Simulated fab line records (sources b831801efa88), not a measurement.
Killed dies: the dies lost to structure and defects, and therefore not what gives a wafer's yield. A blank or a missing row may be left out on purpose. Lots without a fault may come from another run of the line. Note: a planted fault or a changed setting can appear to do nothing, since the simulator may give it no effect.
A struck lot beside a sound one -- flow sky130 -- 43 out of 708 route steps
Sound: the wafers L609.1, L609.3, L609.5. Struck: wafers L617.3, L617.5. (L617.2 of the same lot was not struck and is left out.) The cause comes at the end.
Order at every step that has rows: each side's tool, ch and its chambers, its first start. Under that, the readings that differ: sound wafers -- struck wafers -- difference of the means -- sigmas: that difference in standard deviations of wafers without a fault.
alike: readings whose means differ by less than 2 such deviations, and words and numbers that are the same on both sides. not compared: withheld readings, readings that some wafer has no value for, bounds like >300 that may hide the same value, and numbers for which the record gives no deviation and whose values overlap.
The two part at a step that has a row with sigmas, a row that says differs or no value, or rows on one side only. Numbers that don't overlap but have no deviation are shown without sigmas and don't part them. A reading missing from all wafers of one side parts the sides only when that side holds two or more wafers.

first, 2 steps without rows for these wafers: SKY_METAL3_PEB_11; SKY_METAL3_DEVELOP_12 (develop time 60 s).
SKY_METAL3_CD_MEAS_13: the cd target is 300 nm.
  sound on cd_sem-02, day 39 03:26; struck on cd_sem-02, day 41 14:31
  alike: cd_nm
SKY_METAL3_OVL_MEAS_14:
  sound on overlay-01, day 39 03:34; struck on overlay-02, day 41 14:38
reading,sound,struck,difference,sigmas
METAL3_OVL (nm),6 2 1,-6 -11,-12,-2
then, 4 steps without rows for these wafers: SKY_METAL3_DESCUM_15 (chemistry O2, time 8 s); SKY_METAL3_ETCH_16 (etches BARC in N2/H2, stops on SiO2, time 88.2 s, target depth 60 nm); SKY_METAL3_ETCH_17 (etches SiO2 in C4F8/O2/Ar, stops on TiN, time 3.9 s, target depth 15 nm); SKY_METAL3_METAL_ETCH_18 (etches the open film in Cl2/BCl3, stops on SiO2, target depth 845 nm, time 183.1 s).
SKY_METAL3_STRIP_19: strips in O2/N2.
  sound on plasma_asher-03 ch 0,1, day 39 03:56; struck on plasma_asher-04 ch 0, day 41 15:10
reading,sound,struck,difference,sigmas
strip_time_to_endpoint_s (s),6.57 6.53 6.49,6.72 6.73,+0.19,+3
  alike: drypump_motor_current_A, oes_product_au
  not compared: rf_hours_counter_h
then, 3 steps without rows for these wafers: SKY_METAL3_STRIP_20 (strips in post etch residue remover, time 1200 s); SKY_METAL3_CLEAN_21 (cleans in IPA, time 180 s); SKY_METAL3_CLEAN_22 (cleans in O3/DIW).
SKY_VIA3_HDPCVD_00: deposits SiO2, target thk 1635 nm, time 272.5 s.
  sound on hdpcvd-01 ch 0,1,2, day 39 04:31; struck on hdpcvd-01 ch 1,2, day 41 15:48
SKY_VIA3_THK_MEAS_01:
  sound on film_metro-04, day 39 04:41; struck on film_metro-04, day 41 15:59
  alike: VIA3_HDPCVD_THK
then, 1 step without rows for these wafers: SKY_VIA3_CMP_02 (polishes SiO2).
SKY_VIA3_BOW_MEAS_03:
  sound on film_metro-02, day 39 05:03; struck on film_metro-04, day 41 16:21
  alike: VIA3_BOW
then, 8 steps without rows for these wafers: SKY_VIA3_DEHYDRATE_04 (time 60 s); SKY_VIA3_HMDS_05 (prime time 60 s); SKY_VIA3_COAT_06 (resist thk 60 nm); SKY_VIA3_COAT_07 (resist thk 450 nm); SKY_VIA3_SOFTBAKE_08 (time 90 s); SKY_VIA3_EXPOSE_09 (exposes mask VIM3, target cd 200 nm); SKY_VIA3_PEB_10; SKY_VIA3_DEVELOP_11 (develop time 60 s).
SKY_VIA3_CD_MEAS_12: the cd target is 200 nm.
  sound on cd_sem-02, day 40 05:55; struck on cd_sem-01, day 42 15:55
  alike: cd_nm
SKY_VIA3_OVL_MEAS_13:
  sound on overlay-02, day 40 06:02; struck on overlay-01, day 42 16:01
  alike: VIA3_OVL
SKY_VIA3_ETCH_14: etches BARC in N2/H2, stops on SiO2, time 45.9 s, target depth 60 nm.
  sound on rie_diel-02 ch 0,1,3, day 40 06:05; struck on rie_diel-04 ch 1,3, day 42 16:03
  alike: drypump_motor_current_A, oes_product_au, throttle_valve_pct
  not compared: rf_hours_counter_h
then, 6 steps without rows for these wafers: SKY_VIA3_ETCH_15 (etches SiO2 in C4F8/O2/Ar, stops on TiN, target depth 507 nm, time 78 s); SKY_VIA3_STRIP_16 (strips in O2/N2); SKY_VIA3_STRIP_17 (strips in post etch residue remover, time 1200 s); SKY_VIA3_CLEAN_18 (cleans in IPA, time 180 s); SKY_VIA3_CLEAN_19 (cleans in O3/DIW); SKY_VIA3_SPUTTER_20 (material TiN, target thk 20 nm, time 80 s).
SKY_VIA3_CVD_21: deposits W, target thk 390 nm, time 117.31 s.
  sound on cvd_w-01 ch 0,1, day 40 06:50; struck on cvd_w-02 ch 1, day 42 17:38
  alike: heater_power_w
SKY_VIA3_RS_MEAS_22: uses a four-point probe to measure.
  sound on film_metro-01, day 40 06:58; struck on film_metro-04, day 42 17:46
reading,sound,struck,difference,sigmas
VIA3_W_RS (ohm/sq),0.299 0.299 0.298,0.289 0.291,-0.009,-2
SKY_VIA3_THK_MEAS_23: measures by xrf.
  sound on film_metro-01, day 40 07:05; struck on film_metro-04, day 42 17:53
  alike: VIA3_W_THK
SKY_VIA3_CMP_24: polishes, stops on SiO2, t overpolish 20 s, target thk 0 nm.
  sound on cmp-02 ch 1,2,3, day 40 07:12; struck on cmp-02 ch 0,1, day 42 17:56
  alike: head_pressure_psi, motor_current_A, overpolish_run_s, slurry_filter_dp_kPa, time_to_endpoint_s
then, 2 steps without rows for these wafers: SKY_METAL4_SPUTTER_00 (material Ti, target thk 15 nm, time 10 s); SKY_METAL4_SPUTTER_01 (material TiN, target thk 20 nm, time 16.7 s).
SKY_METAL4_SPUTTER_02: material AlCu, target thk 735 nm, time 39.1 s.
  sound on pvd_sputter-03, day 40 07:29; struck on pvd_sputter-03, day 42 18:17
  alike: throttle_valve_pct
then, 2 steps without rows for these wafers: SKY_METAL4_SPUTTER_03 (material Ti, target thk 5 nm, time 3.3 s); SKY_METAL4_SPUTTER_04 (material TiN, target thk 70 nm, time 58.3 s).
-- the record jumps here: 6 days lie between the struck wafers' starts before and after (it left off in module METAL4 and takes up again in module PAD_OPEN, whose first step shown is number 708 of the route) --
SKY_PAD_OPEN_PROBE_99:
  sound on prober-02, day 46 06:01; struck on prober-02, day 48 07:14
reading,sound,struck,difference,sigmas
defect_limited_yield (%),81.1 84.1 83.7,72.0 69.9,-12.0,-7
killed_at_M0_to_M3,50 41 42,95 100,+53,+8
killed_dies,93 78 80,138 148,+59,+7
sort_bin_3_pad_short (%),0.2 1.0 1.4,4.1 3.7,+3.0,+7
sort_bin_5_function (%),9.8 8.5 9.1,16.1 18.3,+8.1,+6
sort_n_pass,399 414 412,354 344,-59,-7
sort_yield_pct (%),81.1 84.1 83.7,72.0 69.9,-12.0,-7
model.etest.tester.sort_n_pass,399 414 412,354 344,-59,
model.etest.tester.sort_yield_pct (%),81.1 84.15 83.74,71.95 69.92,-12.06,
model.etest.tester.sort_bin_5_pct (%),9.756 8.537 9.146,16.06 18.29,+8.03,
model.etest.tester.sort_bin_3_pct (%),0.2033 1.016 1.423,4.065 3.659,+2.981,
  alike: killed_at_M4_up, killed_at_contacts, killed_at_front_end, killed_at_other, killed_open, killed_short, sort_bin_6_memory

## WHERE THEY PART
First at SKY_METAL3_OVL_MEAS_14; last, within this record, at SKY_PAD_OPEN_PROBE_99.

WHY: what had been put in by the simulator
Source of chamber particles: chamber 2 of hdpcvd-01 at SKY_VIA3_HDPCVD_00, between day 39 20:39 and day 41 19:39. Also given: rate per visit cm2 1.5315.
